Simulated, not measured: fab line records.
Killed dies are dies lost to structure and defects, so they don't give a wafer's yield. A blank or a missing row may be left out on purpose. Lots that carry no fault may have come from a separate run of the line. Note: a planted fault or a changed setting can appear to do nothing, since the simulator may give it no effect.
What tool caused it? + flow sky130 + 24 lots with 72 wafers sampled at 6 steps, on a route of 708 steps

WHAT THE GAUGES SHOWED, per wafer
SKY_VIA4_THK_MEAS_01.
| lot  | measured     | on            | VIA4_HDPCVD_THK (nm) |
|------|--------------|---------------|----------------------|
| L074 | day 41 15:35 | film-metro-03 | 1743 1739 1777       |
| L075 | day 42 05:35 | film-metro-03 | 1743 1767 1742       |
| L076 | day 42 07:22 | film-metro-04 | 1760 1761 1743       |
| L077 | day 42 22:02 | film-metro-01 | 1701 1722 1719       |
| L078 | day 42 23:37 | film-metro-04 | 1736 1725 1772       |
| L079 | day 43 12:25 | film-metro-03 | 1751 1724 1741       |
| L080 | day 43 13:53 | film-metro-04 | 1711 1739 1711       |
| L081 | day 43 20:22 | film-metro-01 | 1758 1745 1764       |
| L083 | day 44 15:16 | film-metro-04 | 1746 1767 1753       |
| L082 | day 44 16:10 | film-metro-03 | 1724 1759 1753       |
| L084 | day 44 23:50 | film-metro-04 | 1724 1728 1751       |
| L085 | day 44 23:54 | film-metro-01 | 1775 1722 1773       |
| L086 | day 45 05:14 | film-metro-01 | 1703 1741 1731       |
| L087 | day 45 10:07 | film-metro-03 | 1797 1766 1748       |
| L088 | day 45 17:06 | film-metro-03 | 1720 1763 1725       |
| L089 | day 46 01:05 | film-metro-04 | 1740 1759 1706       |
| L090 | day 46 07:13 | film-metro-04 | 1738 1743 1729       |
| L092 | day 46 10:50 | film-metro-01 | 1767 1748 1782       |
| L091 | day 46 14:00 | film-metro-04 | 1762 1744 1740       |
| L093 | day 46 21:45 | film-metro-01 | 1749 1756 1756       |
| L094 | day 47 02:28 | film-metro-01 | 1712 1744 1764       |
| L095 | day 47 06:04 | film-metro-04 | 1784 1733 1719       |
| L096 | day 47 15:56 | film-metro-01 | 1758 1752 1740       |
| L097 | day 47 21:45 | film-metro-01 | 1741 1750 1754       |

SKY_METAL5_THK_MEAS_06: measures by xrf.
| lot  | measured     | on            | METAL5_ALCU_THK (nm) |
|------|--------------|---------------|----------------------|
| L074 | day 42 17:03 | film-metro-04 | 1111 1151 1129       |
| L075 | day 43 06:50 | film-metro-04 | 1147 1141 1149       |
| L076 | day 43 08:07 | film-metro-04 | 1155 1145 1130       |
| L077 | day 43 22:52 | film-metro-02 | 1140 1146 1121       |
| L078 | day 43 23:27 | film-metro-04 | 1140 1131 1142       |
| L079 | day 44 13:13 | film-metro-02 | 1156 1117 1147       |
| L080 | day 44 14:13 | film-metro-04 | 1137 1156 1162       |
| L081 | day 44 20:36 | film-metro-04 | 1142 1151 1151       |
| L083 | day 45 14:32 | film-metro-02 | 1140 1147 1129       |
| L082 | day 45 15:20 | film-metro-04 | 1120 1134 1130       |
| L084 | day 45 22:58 | film-metro-03 | 1142 1146 1150       |
| L085 | day 45 23:16 | film-metro-04 | 1144 1171 1142       |
| L086 | day 46 03:50 | film-metro-04 | 1138 1126 1136       |
| L087 | day 46 09:01 | film-metro-03 | 1147 1159 1144       |
| L088 | day 46 16:31 | film-metro-02 | 1142 1131 1133       |
| L089 | day 46 23:58 | film-metro-02 | 1161 1147 1155       |
| L090 | day 47 05:29 | film-metro-02 | 1165 1150 1158       |
| L092 | day 47 09:00 | film-metro-02 | 1146 1138 1136       |
| L091 | day 47 12:28 | film-metro-04 | 1131 1135 1150       |
| L093 | day 47 19:13 | film-metro-02 | 1164 1147 1157       |
| L094 | day 48 00:00 | film-metro-02 | 1140 1174 1153       |
| L095 | day 48 03:04 | film-metro-03 | 1164 1137 1162       |
| L096 | day 48 13:54 | film-metro-04 | 1149 1118 1134       |
| L097 | day 48 18:30 | film-metro-02 | 1176 1182 1156       |

WHICH TOOL RAN EACH LOT (tool, then ch and the chambers of the sampled wafers, then the start)
| lot  | SKY_METAL3_STRIP_19                  | SKY_CAP2M_SPUTTER_02         | SKY_CAP2M_METAL_ETCH_13           | SKY_VIA4_CMP_21               |
|------|--------------------------------------|------------------------------|-----------------------------------|-------------------------------|
| L074 | plasma-asher-04 ch 0,1, day 38 07:53 | pvd-sputter-01, day 39 12:06 | rie-metal-02 ch 0,1, day 40 13:37 | cmp-02 ch 0,3, day 42 16:27   |
| L075 | plasma-asher-03 ch 0,1, day 39 01:05 | pvd-sputter-03, day 40 04:45 | rie-metal-02 ch 1, day 41 04:47   | cmp-01 ch 0,3, day 43 06:16   |
| L076 | plasma-asher-03 ch 0, day 39 02:05   | pvd-sputter-02, day 40 06:11 | rie-metal-02 ch 0,1, day 41 06:07 | cmp-02 ch 0,1,3, day 43 07:31 |
| L077 | plasma-asher-03 ch 0,1, day 39 17:10 | pvd-sputter-03, day 40 21:06 | rie-metal-02 ch 0,1, day 41 20:40 | cmp-01 ch 0,3, day 43 22:16   |
| L078 | plasma-asher-04 ch 0,1, day 39 17:53 | pvd-sputter-01, day 40 21:58 | rie-metal-01 ch 0,1, day 41 21:50 | cmp-01 ch 1,2,3, day 43 22:55 |
| L079 | plasma-asher-02 ch 0,1, day 40 09:08 | pvd-sputter-03, day 41 12:08 | rie-metal-03 ch 1, day 42 11:26   | cmp-02 ch 0,2,3, day 44 12:44 |
| L080 | plasma-asher-02 ch 0,1, day 40 11:09 | pvd-sputter-01, day 41 13:46 | rie-metal-01 ch 0, day 42 13:26   | cmp-02 ch 2,3, day 44 13:37   |
| L081 | plasma-asher-03 ch 0,1, day 40 17:15 | pvd-sputter-03, day 41 20:02 | rie-metal-02 ch 0,1, day 42 19:50 | cmp-02 ch 0,1,3, day 44 20:04 |
| L083 | plasma-asher-03 ch 1, day 41 11:54   | pvd-sputter-02, day 42 15:07 | rie-metal-03 ch 1, day 43 14:30   | cmp-01 ch 0,3, day 45 13:56   |
| L082 | plasma-asher-03 ch 0,1, day 41 14:04 | pvd-sputter-02, day 42 16:38 | rie-metal-01 ch 1, day 43 15:36   | cmp-02 ch 0,1,3, day 45 14:51 |
| L084 | plasma-asher-04 ch 0,1, day 41 22:45 | pvd-sputter-01, day 43 01:28 | rie-metal-02 ch 0,1, day 43 23:55 | cmp-01 ch 2,3, day 45 22:22   |
| L085 | plasma-asher-03 ch 0,1, day 41 23:24 | pvd-sputter-03, day 43 02:08 | rie-metal-03 ch 0,1, day 44 00:17 | cmp-01 ch 2,3, day 45 22:43   |
| L086 | plasma-asher-04 ch 0,1, day 42 05:25 | pvd-sputter-01, day 43 07:22 | rie-metal-02 ch 0,1, day 44 05:33 | cmp-01 ch 0,1,3, day 46 03:20 |
| L087 | plasma-asher-02 ch 0, day 42 10:30   | pvd-sputter-01, day 43 12:35 | rie-metal-03 ch 0,1, day 44 11:12 | cmp-02 ch 0,2,3, day 46 08:31 |
| L088 | plasma-asher-03 ch 0,1, day 42 18:06 | pvd-sputter-02, day 43 19:57 | rie-metal-02 ch 0,1, day 44 18:09 | cmp-01 ch 0,1,3, day 46 15:56 |
| L089 | plasma-asher-02 ch 0,1, day 43 03:00 | pvd-sputter-02, day 44 04:24 | rie-metal-02 ch 0,1, day 45 02:35 | cmp-01 ch 1,2, day 46 23:25   |
| L090 | plasma-asher-03 ch 0, day 43 09:31   | pvd-sputter-01, day 44 10:56 | rie-metal-01 ch 0,1, day 45 08:03 | cmp-01 ch 0,2, day 47 04:57   |
| L092 | plasma-asher-03 ch 0,1, day 43 13:27 | pvd-sputter-02, day 44 14:35 | rie-metal-02 ch 0,1, day 45 11:49 | cmp-01 ch 0,2,3, day 47 08:31 |
| L091 | plasma-asher-04 ch 0,1, day 43 16:24 | pvd-sputter-02, day 44 17:55 | rie-metal-01 ch 0,1, day 45 15:08 | cmp-02 ch 0,1,2, day 47 11:53 |
| L093 | plasma-asher-03 ch 0,1, day 44 01:30 | pvd-sputter-01, day 45 02:05 | rie-metal-01 ch 0,1, day 45 23:09 | cmp-02 ch 0,1,2, day 47 18:44 |
| L094 | plasma-asher-03 ch 0,1, day 44 06:00 | pvd-sputter-02, day 45 06:43 | rie-metal-01 ch 0,1, day 46 03:44 | cmp-02 ch 0,2,3, day 47 23:25 |
| L095 | plasma-asher-03 ch 0,1, day 44 11:21 | pvd-sputter-02, day 45 10:55 | rie-metal-02 ch 0,1, day 46 07:39 | cmp-02 ch 1,3, day 48 02:28   |
| L096 | plasma-asher-03 ch 0,1, day 44 20:54 | pvd-sputter-01, day 45 21:08 | rie-metal-03 ch 1, day 46 17:41   | cmp-02 ch 1,2,3, day 48 13:20 |
| L097 | plasma-asher-02 ch 0,1, day 45 03:49 | pvd-sputter-01, day 46 03:40 | rie-metal-01 ch 0,1, day 47 00:00 | cmp-02 ch 0,1,2, day 48 18:04 |
- SKY_METAL3_STRIP_19: strips in O2/N2.
- SKY_CAP2M_SPUTTER_02: material TiN, target thk 200 nm, time 166.7 s.
- SKY_CAP2M_METAL_ETCH_13: etches TiN in Cl2/BCl3, stops on SiO2, target depth 220 nm, time 62.9 s.
- SKY_VIA4_CMP_21: polishes, stops on SiO2, t overpolish 25 s, target thk 0 nm.

WHAT THE TOOLS THEMSELVES READ (means of the sampled wafers that have a number; where no wafer has one, the mark that the record gives instead)
SKY_METAL3_STRIP_19.
| lot  | tool            | drypump-motor-current-A (A) | oes-product-au (a.u.) | strip-time-to-endpoint-s (s) |
|------|-----------------|-----------------------------|-----------------------|------------------------------|
| L074 | plasma-asher-04 | 6.3                         | 0.502                 | 6.51                         |
| L075 | plasma-asher-03 | 5.2                         | 0.499                 | 6.60                         |
| L076 | plasma-asher-03 | 5.1                         | 0.507                 | 6.64                         |
| L077 | plasma-asher-03 | 5.3                         | 0.502                 | 6.55                         |
| L078 | plasma-asher-04 | 6.5                         | 0.505                 | 6.60                         |
| L079 | plasma-asher-02 | 6.3                         | 0.509                 | 6.60                         |
| L080 | plasma-asher-02 | 5.9                         | 0.510                 | 6.71                         |
| L081 | plasma-asher-03 | 5.3                         | 0.509                 | 6.69                         |
| L083 | plasma-asher-03 | 5.6                         | 0.502                 | 6.50                         |
| L082 | plasma-asher-03 | 5.2                         | 0.503                 | 6.52                         |
| L084 | plasma-asher-04 | 6.5                         | 0.515                 | 6.74                         |
| L085 | plasma-asher-03 | 5.2                         | 0.508                 | 6.57                         |
| L086 | plasma-asher-04 | 6.3                         | 0.509                 | 6.64                         |
| L087 | plasma-asher-02 | 5.5                         | 0.497                 | 6.42                         |
| L088 | plasma-asher-03 | 5.4                         | 0.502                 | 6.54                         |
| L089 | plasma-asher-02 | 6.3                         | 0.502                 | 6.60                         |
| L090 | plasma-asher-03 | 5.1                         | 0.505                 | 6.58                         |
| L092 | plasma-asher-03 | 5.2                         | 0.503                 | 6.65                         |
| L091 | plasma-asher-04 | 6.3                         | 0.499                 | 6.47                         |
| L093 | plasma-asher-03 | 5.3                         | 0.510                 | 6.73                         |
| L094 | plasma-asher-03 | 5.2                         | 0.502                 | 6.56                         |
| L095 | plasma-asher-03 | 5.2                         | 0.507                 | 6.52                         |
| L096 | plasma-asher-03 | 5.2                         | 0.510                 | 6.69                         |
| L097 | plasma-asher-02 | 6.3                         | 0.508                 | 6.64                         |

SKY_CAP2M_SPUTTER_02.
| lot  | tool           | throttle-valve-pct (%) |
|------|----------------|------------------------|
| L074 | pvd-sputter-01 | 31.2                   |
| L075 | pvd-sputter-03 | 29.8                   |
| L076 | pvd-sputter-02 | 31.2                   |
| L077 | pvd-sputter-03 | 30.4                   |
| L078 | pvd-sputter-01 | 30.4                   |
| L079 | pvd-sputter-03 | 30.5                   |
| L080 | pvd-sputter-01 | 31.3                   |
| L081 | pvd-sputter-03 | 30.3                   |
| L083 | pvd-sputter-02 | 30.5                   |
| L082 | pvd-sputter-02 | 30.6                   |
| L084 | pvd-sputter-01 | 30.2                   |
| L085 | pvd-sputter-03 | 30.4                   |
| L086 | pvd-sputter-01 | 30.5                   |
| L087 | pvd-sputter-01 | 29.0                   |
| L088 | pvd-sputter-02 | 30.6                   |
| L089 | pvd-sputter-02 | 29.9                   |
| L090 | pvd-sputter-01 | 30.7                   |
| L092 | pvd-sputter-02 | 30.5                   |
| L091 | pvd-sputter-02 | 31.1                   |
| L093 | pvd-sputter-01 | 29.5                   |
| L094 | pvd-sputter-02 | 31.2                   |
| L095 | pvd-sputter-02 | 30.9                   |
| L096 | pvd-sputter-01 | 29.2                   |
| L097 | pvd-sputter-01 | 29.7                   |

SKY_CAP2M_METAL_ETCH_13.
| lot  | tool         | drypump-motor-current-A (A) | oes-product-au (a.u.) | throttle-valve-pct (%) |
|------|--------------|-----------------------------|-----------------------|------------------------|
| L074 | rie-metal-02 | 5.4                         | 0.947                 | 21.902                 |
| L075 | rie-metal-02 | 5.0                         | 0.938                 | 21.906                 |
| L076 | rie-metal-02 | 5.4                         | 0.935                 | 21.908                 |
| L077 | rie-metal-02 | 5.4                         | 0.936                 | 21.900                 |
| L078 | rie-metal-01 | 5.3                         | 0.947                 | 21.896                 |
| L079 | rie-metal-03 | 6.5                         | 0.936                 | 21.915                 |
| L080 | rie-metal-01 | 5.6                         | 0.964                 | 21.894                 |
| L081 | rie-metal-02 | 5.9                         | 0.929                 | 21.895                 |
| L083 | rie-metal-03 | 6.5                         | 0.936                 | 21.902                 |
| L082 | rie-metal-01 | 5.2                         | 0.931                 | 21.917                 |
| L084 | rie-metal-02 | 5.9                         | 0.952                 | 21.896                 |
| L085 | rie-metal-03 | 6.1                         | 0.943                 | 21.910                 |
| L086 | rie-metal-02 | 5.9                         | 0.941                 | 21.910                 |
| L087 | rie-metal-03 | 6.1                         | 0.934                 | 21.912                 |
| L088 | rie-metal-02 | 5.9                         | 0.940                 | 21.909                 |
| L089 | rie-metal-02 | 5.4                         | 0.924                 | 21.921                 |
| L090 | rie-metal-01 | 5.3                         | 0.956                 | 21.900                 |
| L092 | rie-metal-02 | 5.4                         | 0.926                 | 21.903                 |
| L091 | rie-metal-01 | 5.5                         | 0.940                 | 21.900                 |
| L093 | rie-metal-01 | 5.4                         | 0.949                 | 21.890                 |
| L094 | rie-metal-01 | 5.3                         | 0.922                 | 21.904                 |
| L095 | rie-metal-02 | 5.9                         | 0.929                 | 21.909                 |
| L096 | rie-metal-03 | 6.5                         | 0.931                 | 21.903                 |
| L097 | rie-metal-01 | 5.3                         | 0.942                 | 21.900                 |

SKY_VIA4_CMP_21.
| lot  | tool   | motor-current-A (A) | overpolish-run-s (s) | time-to-endpoint-s (s) |
|------|--------|---------------------|----------------------|------------------------|
| L074 | cmp-02 | 12.3                | 25.011               | 129                    |
| L075 | cmp-01 | 10.5                | 24.997               | 127                    |
| L076 | cmp-02 | 11.8                | 24.996               | 123                    |
| L077 | cmp-01 | 11.8                | 24.999               | 129                    |
| L078 | cmp-01 | 12.0                | 25.000               | 129                    |
| L079 | cmp-02 | 11.6                | 24.998               | 125                    |
| L080 | cmp-02 | 10.8                | 24.999               | 130                    |
| L081 | cmp-02 | 11.8                | 24.993               | 124                    |
| L083 | cmp-01 | 10.9                | 25.004               | 127                    |
| L082 | cmp-02 | 12.1                | 24.992               | 124                    |
| L084 | cmp-01 | 13.0                | 24.994               | 128                    |
| L085 | cmp-01 | 13.3                | 24.998               | 125                    |
| L086 | cmp-01 | 11.3                | 24.990               | 121                    |
| L087 | cmp-02 | 11.7                | 24.998               | 127                    |
| L088 | cmp-01 | 11.2                | 24.992               | 123                    |
| L089 | cmp-01 | 12.0                | 24.999               | 121                    |
| L090 | cmp-01 | 10.6                | 25.009               | 126                    |
| L092 | cmp-01 | 11.9                | 25.002               | 130                    |
| L091 | cmp-02 | 11.1                | 25.002               | 127                    |
| L093 | cmp-02 | 11.6                | 25.003               | 129                    |
| L094 | cmp-02 | 11.4                | 25.007               | 123                    |
| L095 | cmp-02 | 11.7                | 24.990               | 121                    |
| L096 | cmp-02 | 11.1                | 25.004               | 127                    |
| L097 | cmp-02 | 11.4                | 24.999               | 126                    |

THE ANSWER, worked out from the rows above alone
Rule: what is usual is taken from the lots themselves. Put in order of their means at a reading, lots are off if they are a third of the lots or fewer, leave a main group of 4 or more, and stand apart from it by a gap of 3 or more times the standard deviation of the main group's means; of several such gaps the widest counts. If all means in a main group match to the digits the tables above print for the reading, that group is not used. Also off: a lot with no number at a reading for which 4 or more lots have one. Any other lot the step has rows for is counted as sound. Order of review: gauges by route order, followed by the tools' own readings, for which a lot's mean as printed above is used. At the first step where some lot is off, the reading lying furthest off is the one used; lots without a number count as furthest.
None of the lots is off at any reading shown; this tells nothing.

WHAT HAD BEEN PUT IN BY THE SIMULATOR
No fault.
